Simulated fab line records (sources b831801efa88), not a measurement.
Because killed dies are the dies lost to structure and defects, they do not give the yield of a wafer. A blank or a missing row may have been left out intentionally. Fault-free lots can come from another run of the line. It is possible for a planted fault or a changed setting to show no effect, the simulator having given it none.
Chamber matching + flow sky130 + SKY_VIA3_HDPCVD_00 on hdpcvd-01 has 3 sister chambers
The step deposits SiO2, target thk 1635 nm, time 272.5 s. 5 wafers are shown with their chamber, then 7 later ones without.

## WAFERS, EACH WITH ITS CHAMBER
| wafer  | chamber | runLengthS (s) |
|--------|---------|----------------|
| L330.2 | 1       | 299.4          |
| L332.1 | 0       | 300.3          |
| L332.5 | 0       | 300.5          |
| L345.2 | 2       | 301.1          |
| L345.5 | 2       | 301.3          |

## WAFERS WHOSE CHAMBER IS MISSING
| wafer  | runLengthS (s) |
|--------|----------------|
| L345.6 | 300.5          |
| L344.3 | 299.1          |
| L344.5 | 300.6          |
| L344.6 | 301.1          |
| L347.2 | 299.2          |
| L347.3 | 300.3          |
| L347.5 | 299.4          |

## CHAMBER TAKEN BY EACH
| wafer  | from the rows above | in truth |
|--------|---------------------|----------|
| L345.6 | 0                   | 0        |
| L344.3 | 1                   | 1        |
| L344.5 | 0                   | 0        |
| L344.6 | 2                   | 2        |
| L347.2 | 1                   | 1        |
| L347.3 | 0                   | 0        |
| L347.5 | 1                   | 1        |
Correct placement for 7 of the 7. Not placeable from these rows: 0. Number placed wrongly: 0.
How it was worked out, from the rows above alone: a wafer's distance from a chamber is the root of the sum, over the readings, of the square of ((its reading less the chamber's mean) divided by the reading's scatter). The wafer belongs to the nearest chamber; if the next one is less than 2 further off, it can't be placed. Each chamber's mean is taken over the wafers shown for it. The scatter: take each reading less its chamber's mean, square it, sum over the shown wafers, divide by the number of wafers less the number of chambers, and take the root.
